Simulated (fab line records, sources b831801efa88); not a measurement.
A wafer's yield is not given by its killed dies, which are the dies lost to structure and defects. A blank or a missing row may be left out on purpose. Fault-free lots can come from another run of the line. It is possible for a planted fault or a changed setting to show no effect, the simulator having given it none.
Which tool was responsible? | flow sky130 | 18 wafers sampled from 6 lots at 1 step of a route of 708

WHAT THE GAUGES SHOWED, per wafer
SKY_VIA3_BOW_MEAS_03.
lot  | measured     | on           | VIA3_BOW (um)
L296 | day 40 06:59 | filmMetro-04 | 86 93 87
L301 | day 40 23:26 | filmMetro-04 | 83 71 72
L302 | day 41 04:55 | filmMetro-02 | 80 83 77
L307 | day 42 16:53 | filmMetro-02 | 68 78 73
L309 | day 43 18:32 | filmMetro-01 | 63 75 70
L316 | day 45 02:24 | filmMetro-02 | 79 79 92

TOOL THAT RAN EACH LOT (tool first, then ch and the chambers of the sampled wafers, then the start)
There is no process step in the record ahead of these readings.

THE ANSWER, worked out from the rows above alone
Rule: the usual values come from the lots themselves. The widest of any qualifying gaps counts: lots, ordered by their means at a reading, are off when they make up no more than a third of the lots, leave a main group of 4 or more, and stand apart from it by 3 or more times the standard deviation of that group's means. Not used: any main group whose means are identical at the precision the tables above print for the reading. A lot without any number at a reading at which 4 lots or more have one is off too. The other lots that the step has rows for count as sound.
Across all readings shown, no lot is off: no conclusion can be drawn from this.

WHAT THE SIMULATOR HAD PUT IN
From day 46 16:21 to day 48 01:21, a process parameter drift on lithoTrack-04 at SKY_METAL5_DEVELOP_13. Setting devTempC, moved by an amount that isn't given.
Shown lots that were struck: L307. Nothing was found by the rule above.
